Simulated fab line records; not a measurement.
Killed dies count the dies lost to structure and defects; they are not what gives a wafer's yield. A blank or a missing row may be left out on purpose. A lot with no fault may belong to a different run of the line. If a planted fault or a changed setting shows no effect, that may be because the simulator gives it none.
fab line records ; flow sky130 ; part 2 of 2: steps 27 to 36 of 36
record lots=5; wafers=15; last_day=49
route steps=708 shown SONOS_TUNNEL@165 SONOS_ONO@168 GATE_OXIDE@187
lots that met no fault: from a run of the same line without faults
start_h: start of the lot's first displayed wafer, in hours after the record's first day ; wait_h: hours elapsed since this lot's preceding step ; " identical to the entry in the row above ; L1.1+2: one row covering several wafers at once ; - no value, or no start was given ; * or withheld: withheld ; < > ~ a bound
route shown NAME@n: NAME is a module with steps in the file, n the number in the route of the first one ; usual: mean and standard deviation over wafers with no fault ; same: alike in all rows ; chamber/n: place in a boat ; sites: each site's reading ; _std_site: how widely they spread, as a standard deviation ; _edge_site: mean of outer sites minus mean of inner sites ; radius_mm: for every site, how far away it sits from the centre of the wafer ; mask NAME#n: copy n ; behind: the tool/chamber that last shaped the wafer ; hold: cause of the lot's hold/its duration in hours/its outcome ; device: transistor that didn't switch, given as n, p or np ; end of line: the route-end tests of the same wafers ; a step given without rows: its recipe and nothing more ; killed: count of dies lost to structure and defects at first sort (not the wafer's yield) ; map: per-die view of a wafer (x killed, . not killed, _ where there is no die)
set.NAME: setting as actually run; set.NAME@STEP: the setting as run at that earlier step ; model.NAME: the simulator's own value behind a step, which no gauge read
lots seen at some steps along the route; tables by step, rows by wafer
services: from which hour (start_h, from the record's first day; less than 0 if before it) a tool's chamber was out of use, for how many hours, and why
## steps
# step SKY_GATE_OXIDE_HMDS_04
# recipe prime_time_s=60; prime_temp_c=120
# usual resist_line_temp_C=23.01/0.11
lot.wafer;tool;chamber;start_h;wait_h;resist_line_temp_C
L077.2;litho_track-04;0;331.70;0.1;22.95
L077.3;litho_track-04;0;331.70;0.1;22.84
L077.5;litho_track-04;0;331.70;0.1;22.81
L081.3;litho_track-01;0;352.74;0.1;23.36
L081.5;litho_track-01;0;352.74;0.1;23.08
L081.6;litho_track-01;0;352.74;0.1;23.20
L084.2;litho_track-03;0;375.98;0.1;23.03
L084.4;litho_track-03;0;375.98;0.1;23.06
L084.6;litho_track-03;0;375.98;0.1;22.81
L090.1;litho_track-03;0;431.60;0.1;23.00
L090.2;litho_track-03;0;431.60;0.1;22.91
L090.6;litho_track-03;0;431.60;0.1;23.02
L091.1;litho_track-01;0;440.59;0.1;22.85
L091.4;litho_track-01;0;440.59;0.1;23.00
L091.6;litho_track-01;0;440.59;0.1;22.71
# step SKY_GATE_OXIDE_COAT_05
# recipe resist=NOVOLAK; spin_rpm=3000; resist_thk_nm=1140
# usual resist_line_temp_C=22.99/0.11; spin_speed_rpm=3000.1/2.2
lot.wafer;tool;chamber;start_h;wait_h;resist_line_temp_C;spin_speed_rpm
L077.2;litho_track-04;0;331.85;0.1;22.86;2998.4
L077.3;litho_track-04;0;331.85;0.1;22.90;3000.6
L077.5;litho_track-04;0;331.85;0.1;22.89;3000.2
L081.3;litho_track-01;0;352.89;0.1;23.11;3004.4
L081.5;litho_track-01;0;352.89;0.1;22.96;3002.2
L081.6;litho_track-01;0;352.89;0.1;22.87;2998.1
L084.2;litho_track-03;0;376.13;0.1;23.16;3006.6
L084.4;litho_track-03;0;376.13;0.1;23.16;3004.1
L084.6;litho_track-03;0;376.13;0.1;23.23;2998.0
L090.1;litho_track-03;0;431.75;0.1;23.01;3000.7
L090.2;litho_track-03;0;431.75;0.1;23.05;3003.0
L090.6;litho_track-03;0;431.75;0.1;23.06;3003.0
L091.1;litho_track-01;0;440.74;0.1;23.01;2999.9
L091.4;litho_track-01;0;440.74;0.1;23.09;2999.9
L091.6;litho_track-01;0;440.74;0.1;23.02;2997.5
# step SKY_GATE_OXIDE_SOFTBAKE_06
# recipe temp_c=90; time_s=60; resist=NOVOLAK
# usual resist_line_temp_C=22.98/0.11
lot.wafer;tool;chamber;start_h;wait_h;resist_line_temp_C
L077.2;litho_track-04;0;332.00;0.1;23.03
L077.3;litho_track-04;0;332.00;0.1;23.05
L077.5;litho_track-04;0;332.00;0.1;22.93
L081.3;litho_track-01;0;353.04;0.1;23.05
L081.5;litho_track-01;0;353.04;0.1;23.07
L081.6;litho_track-01;0;353.04;0.1;23.11
L084.2;litho_track-03;0;376.28;0.1;22.73
L084.4;litho_track-03;0;376.28;0.1;22.81
L084.6;litho_track-03;0;376.28;0.1;22.83
L090.1;litho_track-03;0;431.90;0.1;23.01
L090.2;litho_track-03;0;431.90;0.1;23.06
L090.6;litho_track-03;0;431.90;0.1;23.00
L091.1;litho_track-01;0;440.89;0.1;22.96
L091.4;litho_track-01;0;440.89;0.1;22.85
L091.6;litho_track-01;0;440.89;0.1;22.88
# step SKY_GATE_OXIDE_EXPOSE_07
# recipe mask_id=LVOM; na=0.6; source_shape=conventional; sigma_outer=0.6; polarization=unpolarized; target_cd_nm=600; dose_mj=170
lot.wafer;tool;chamber;start_h;wait_h;mask
L077.2+3+5;iline_stepper-02;0;-;-;LVOM#0
L081.3+5+6;iline_stepper-01;0;-;-;LVOM#0
L084.2+4+6;iline_stepper-02;0;-;-;LVOM#0
L090.1+2+6;iline_stepper-01;0;-;-;LVOM#0
L091.1+4+6;iline_stepper-02;0;-;-;LVOM#0
# step SKY_GATE_OXIDE_PEB_08
# recipe temp_c=withheld; time_s=*; resist=NOVOLAK
# usual resist_line_temp_C=*
lot.wafer;tool;chamber;start_h;wait_h;resist_line_temp_C
L077.2;litho_track-01;0;-;-;*
L077.3;litho_track-01;0;-;-;*
L077.5;litho_track-01;0;-;-;*
L081.3;litho_track-01;0;-;-;*
L081.5;litho_track-01;0;-;-;*
L081.6;litho_track-01;0;-;-;*
L084.2;litho_track-01;0;-;-;*
L084.4;litho_track-01;0;-;-;*
L084.6;litho_track-01;0;-;-;*
L090.1;litho_track-03;0;-;-;*
L090.2;litho_track-03;0;-;-;*
L090.6;litho_track-03;0;-;-;*
L091.1;litho_track-01;0;-;-;*
L091.4;litho_track-01;0;-;-;*
L091.6;litho_track-01;0;-;-;*
# step SKY_GATE_OXIDE_DEVELOP_09
# recipe resist=NOVOLAK; developer=TMAH; develop_time_s=60; dev_temp_c=23
# usual resist_line_temp_C=23.00/0.11
lot.wafer;tool;chamber;start_h;wait_h;resist_line_temp_C
L077.2;litho_track-01;0;345.81;0.1;22.95
L077.3;litho_track-01;0;345.81;0.1;23.11
L077.5;litho_track-01;0;345.81;0.1;22.89
L081.3;litho_track-01;0;365.89;0.1;23.05
L081.5;litho_track-01;0;365.89;0.1;22.89
L081.6;litho_track-01;0;365.89;0.1;22.96
L084.2;litho_track-01;0;390.36;0.1;23.09
L084.4;litho_track-01;0;390.36;0.1;23.28
L084.6;litho_track-01;0;390.36;0.1;22.95
L090.1;litho_track-03;0;446.55;0.1;23.08
L090.2;litho_track-03;0;446.55;0.1;23.06
L090.6;litho_track-03;0;446.55;0.1;23.03
L091.1;litho_track-01;0;455.84;0.1;23.15
L091.4;litho_track-01;0;455.84;0.1;23.03
L091.6;litho_track-01;0;455.84;0.1;23.13
# step SKY_GATE_OXIDE_OVL_MEAS_10
# usual GATE_OXIDE_OVL=0.6/1.4
lot.wafer;tool;chamber;start_h;wait_h;GATE_OXIDE_OVL[nm]
L077.2;overlay-01;-;345.95;0.1;-1.9
L077.3;overlay-01;-;345.95;0.1;-0.1
L077.5;overlay-01;-;345.95;0.1;-1.2
L081.3;overlay-02;-;366.00;0.1;0.7
L081.5;overlay-02;-;366.00;0.1;1.7
L081.6;overlay-02;-;366.00;0.1;0.0
L084.2;overlay-02;-;390.50;0.1;-1.7
L084.4;overlay-02;-;390.50;0.1;-1.2
L084.6;overlay-02;-;390.50;0.1;1.6
L090.1;overlay-01;-;446.70;0.1;3.0
L090.2;overlay-01;-;446.70;0.1;3.4
L090.6;overlay-01;-;446.70;0.1;0.5
L091.1;overlay-01;-;455.99;0.1;0.5
L091.4;overlay-01;-;455.99;0.1;-0.4
L091.6;overlay-01;-;455.99;0.1;1.0
# step SKY_GATE_OXIDE_IMPLANT_11
# recipe species=B; energy_kev=10; dose_cm2=2.6e+12; tilt_deg=withheld
# usual faraday_current_uA=14.68/0.28
lot.wafer;tool;chamber;start_h;wait_h;faraday_current_uA
L077.2;implanter-02;0;346.02;0.1;14.43
L077.3;implanter-02;0;346.02;0.1;15.03
L077.5;implanter-02;0;346.02;0.1;14.94
L081.3;implanter-01;0;366.07;0.1;14.67
L081.5;implanter-01;0;366.07;0.1;14.35
L081.6;implanter-01;0;366.07;0.1;14.56
L084.2;implanter-01;0;390.55;0.0;14.32
L084.4;implanter-01;0;390.55;0.0;14.47
L084.6;implanter-01;0;390.55;0.0;14.63
L090.1;implanter-01;0;446.74;0.0;14.42
L090.2;implanter-01;0;446.74;0.0;14.85
L090.6;implanter-01;0;446.74;0.0;14.92
L091.1;implanter-02;0;456.02;0.0;14.31
L091.4;implanter-02;0;456.02;0.0;14.79
L091.6;implanter-02;0;456.02;0.0;14.83
# step SKY_GATE_OXIDE_WET_ETCH_12
# recipe chemistry=dHF; target_depth_nm=16.8; dry=n2_spin; target=SiO2; dilution=100:1; temp_c=25; time_s=336
lot.wafer;tool;chamber;start_h;wait_h
L077.2+3+5;wet_bench-04;0;346.14;0.1
L081.3+5+6;wet_bench-04;0;366.17;0.1
L084.2+4+6;wet_bench-04;0;390.68;0.1
L090.1+2+6;wet_bench-01;0;446.89;0.1
L091.1+4+6;wet_bench-02;1;456.17;0.1
# step SKY_GATE_OXIDE_STRIP_13
# recipe chemistry=O2/N2; power_w=1400; pressure_mtorr=1500; platen_temp_c=withheld; o2_flow_sccm=3000; n2_flow_sccm=300; overash_fraction=0.5
# usual drypump_motor_current_A=5.4/0.5; o2_flow_sccm=3000/8.9; oes_product_au=0.716/0.0048; strip_time_to_endpoint_s=14.18/0.036
lot.wafer;tool;chamber;start_h;wait_h;drypump_motor_current_A;o2_flow_sccm;oes_product_au;rf_hours_counter_h;strip_time_to_endpoint_s
L077.2;plasma_asher-01;0;346.25;0.0;5.9;3003;0.710;69;14.15
L077.3;plasma_asher-01;1;346.25;0.0;5.7;2990;0.714;-;14.10
L077.5;plasma_asher-01;0;346.25;0.0;5.9;3005;0.711;-;14.11
L081.3;plasma_asher-02;0;366.32;0.0;4.8;3000;0.714;-;14.16
L081.5;plasma_asher-02;1;366.32;0.0;4.9;2990;0.720;-;14.18
L081.6;plasma_asher-02;0;366.32;0.0;4.8;3015;0.720;-;14.15
L084.2;plasma_asher-03;1;390.79;0.0;5.0;3018;0.720;30;14.19
L084.4;plasma_asher-03;1;390.79;0.0;5.0;3000;0.717;-;14.17
L084.6;plasma_asher-03;0;390.79;0.0;6.1;2995;0.711;-;14.16
L090.1;plasma_asher-01;0;446.99;0.0;5.9;2987;0.718;76;14.16
L090.2;plasma_asher-01;1;446.99;0.0;5.7;3000;0.711;76;14.19
L090.6;plasma_asher-01;0;446.99;0.0;5.8;2996;0.723;-;14.18
L091.1;plasma_asher-01;1;456.28;0.0;5.7;2999;0.714;77;14.19
L091.4;plasma_asher-01;0;456.28;0.0;5.9;2991;0.711;-;14.14
L091.6;plasma_asher-01;1;456.28;0.0;5.7;2993;0.701;-;14.13
## services
tool;chamber;start_h;hours;kind
iline_stepper-01;-;261.53;13.3;repair
wet_bench-04;-;265.83;6.0;repair
implanter-01;-;267.26;1.8;pm
plasma_asher-04;-;276.32;5.2;repair
furnace-01;-;282.18;3.9;pm
lpcvd-03;-;283.95;6.0;pm
wet_bench-02;-;298.23;36.2;pm
furnace-01;-;303.33;3.1;pm
plasma_asher-01;-;314.20;3.8;repair
furnace-02;-;319.79;5.6;repair
rie_diel-04;0;327.36;10.9;repair
iline_stepper-02;-;340.92;4.4;pm
lpcvd-02;-;341.06;6.1;pm
implanter-01;-;343.12;6.6;repair
plasma_asher-01;-;362.75;33.5;repair
iline_stepper-01;-;384.67;10.9;repair
iline_stepper-01;-;389.00;7.7;repair
plasma_asher-04;-;390.04;14.6;pm
iline_stepper-01;-;396.73;1.7;pm
rie_diel-04;2;397.33;1.2;repair
plasma_asher-01;-;405.85;4.3;pm
iline_stepper-02;-;419.47;1.7;pm
plasma_asher-01;-;440.15;0.6;repair
furnace-01;-;450.89;3.4;pm
